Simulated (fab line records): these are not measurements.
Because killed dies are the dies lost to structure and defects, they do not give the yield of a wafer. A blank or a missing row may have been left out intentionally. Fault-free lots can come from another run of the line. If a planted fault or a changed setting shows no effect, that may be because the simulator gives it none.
Comparing a struck lot with a sound one / flow sky130 / 16 steps out of a route of 708
Sound: these wafers, L501.2, L501.4, L501.6. Wafers struck: L490.1, L490.5, L490.6. Last of all comes the cause.
For every step that has rows: the tool of each side, followed by ch and its chambers, followed by its first start. Under that, the readings that differ: sound wafers / struck wafers / difference of the means / sigmas: that difference in standard deviations of wafers without a fault.
alike: a reading whose means differ by less than 2 such deviations, as well as words and numbers matching on both sides. not compared: withheld readings; readings where some wafer has no value; bounds like >300 that might hide an equal value; numbers whose values overlap and for which the record gives no deviation.
Wherever a step has rows on one side only, a row that says differs or no value, or a row with sigmas, the two part there. When numbers do not overlap yet have no deviation, they are printed without sigmas and do not part them. Lack of a reading on every wafer of one side parts them only where that side has two or more wafers.

first, 4 steps without rows for these wafers: SKY_CONTACT_DEHYDRATE_06 (time 60 s); SKY_CONTACT_HMDS_07 (prime time 60 s); SKY_CONTACT_COAT_08 (resist thk 60 nm); SKY_CONTACT_COAT_09 (resist thk 450 nm).
SKY_CONTACT_SOFTBAKE_10: time 91.97 s.
  sound on litho_track-03 ch 0; struck on litho_track-01 ch 0
  alike: plate_sensor_t_centre_C, plate_sensor_t_edge_C, resist_line_temp_C
then, 3 steps without rows for these wafers: SKY_CONTACT_EXPOSE_11 (exposes mask CTM1, target cd 170 nm); SKY_CONTACT_PEB_12; SKY_CONTACT_DEVELOP_13 (develop time 60 s).
SKY_CONTACT_CD_MEAS_14: the cd target is 170 nm.
  sound on cd_sem-01 at day 36 23:10; struck on cd_sem-02 at day 32 15:30
  alike: cd_nm
SKY_CONTACT_OVL_MEAS_15:
  sound on overlay-01 at day 36 23:16; struck on overlay-02 at day 32 15:37
  alike: CONTACT_OVL
SKY_CONTACT_ETCH_16: etches BARC in N2/H2, stops on SiO2, time 45.9 s, target depth 60 nm.
  sound on rie_diel-02 ch 1,2,3, day 36 23:18; struck on rie_diel-03 ch 2,3, day 32 15:39
reading=drypump_motor_current_A (A); sound=5.2 5.4 5.6; struck=6.6 6.3 6.6; difference=+1.1; sigmas=+2
  alike: bias_w, chamber_pressure_mTorr, oes_product_au, throttle_valve_pct
  not compared: rf_hours_counter_h
SKY_CONTACT_ETCH_17: etches SiO2 in C4F8/O2/Ar, stops on Si3N4, target depth 340 nm.
  sound on rie_diel-02 ch 1,2,3, day 36 23:20; struck on rie_diel-03 ch 2,3, day 32 15:41
  alike: bias_w, chamber_pressure_mTorr, oes_product_au
SKY_CONTACT_ETCH_18: etches Si3N4 in CHF3/O2, stops on TiN, time 39 s, target depth 75 nm.
  sound on rie_diel-02 ch 1,2,3, day 36 23:00; struck on rie_diel-03 ch 2,3, day 32 15:00
  no value came back on the struck wafers for any of 6 readings (O2_flow_sccm (sccm), bias_w (W) and others); on the sound wafers O2_flow_sccm (sccm) reads 5.001 4.986 5.012
reading=model.KrF-thick_of_CONTACT_COAT_09.thk_nm (nm); sound=245.2 239 243.6; struck=324.6 330.9 325.5; difference=+84.4; sigmas=
  not compared: rf_hours_counter_h
SKY_CONTACT_STRIP_19: strips in O2/N2.
  sound on plasma_asher-01 ch 0,1, day 36 23:26; struck on plasma_asher-02 ch 0,1, day 32 15:47
reading=oes_product_au (a.u.); sound=0.375 0.383 0.385; struck=0.421 0.424 0.413; difference=+0.038; sigmas=+8
reading=strip_time_to_endpoint_s (s); sound=3.63 3.59 3.64; struck=4.48 4.54 4.49; difference=+0.88; sigmas=+21
  alike: drypump_motor_current_A
  not compared: rf_hours_counter_h
then, 1 step without rows for these wafers: SKY_CONTACT_STRIP_20 (strips in post etch residue remover, time 1200 s).
-- the record jumps here: 14 days lie between the struck wafers' starts before and after (it left off in module CONTACT and takes up again in module PAD_OPEN, whose first step shown is number 708 of the route) --
SKY_PAD_OPEN_PROBE_99:
  sound on prober-02 at day 49 16:20; struck on prober-02 at day 46 15:35
reading=killed_at_contacts; sound=25 27 29; struck=429 415 428; difference=+397; sigmas=+76
reading=killed_dies; sound=82 97 87; struck=492 492 492; difference=+403; sigmas=+42
reading=killed_on_rim; sound=14 17 17; struck=96 96 96; difference=+80; sigmas=+23
  alike: killed_at_M0_to_M3, killed_at_M4_up, killed_at_front_end, killed_at_other, killed_open, killed_short

WHERE THEY PART
First at SKY_CONTACT_ETCH_16; last, within this record, at SKY_PAD_OPEN_PROBE_99.

WHY: the cause the simulator had injected
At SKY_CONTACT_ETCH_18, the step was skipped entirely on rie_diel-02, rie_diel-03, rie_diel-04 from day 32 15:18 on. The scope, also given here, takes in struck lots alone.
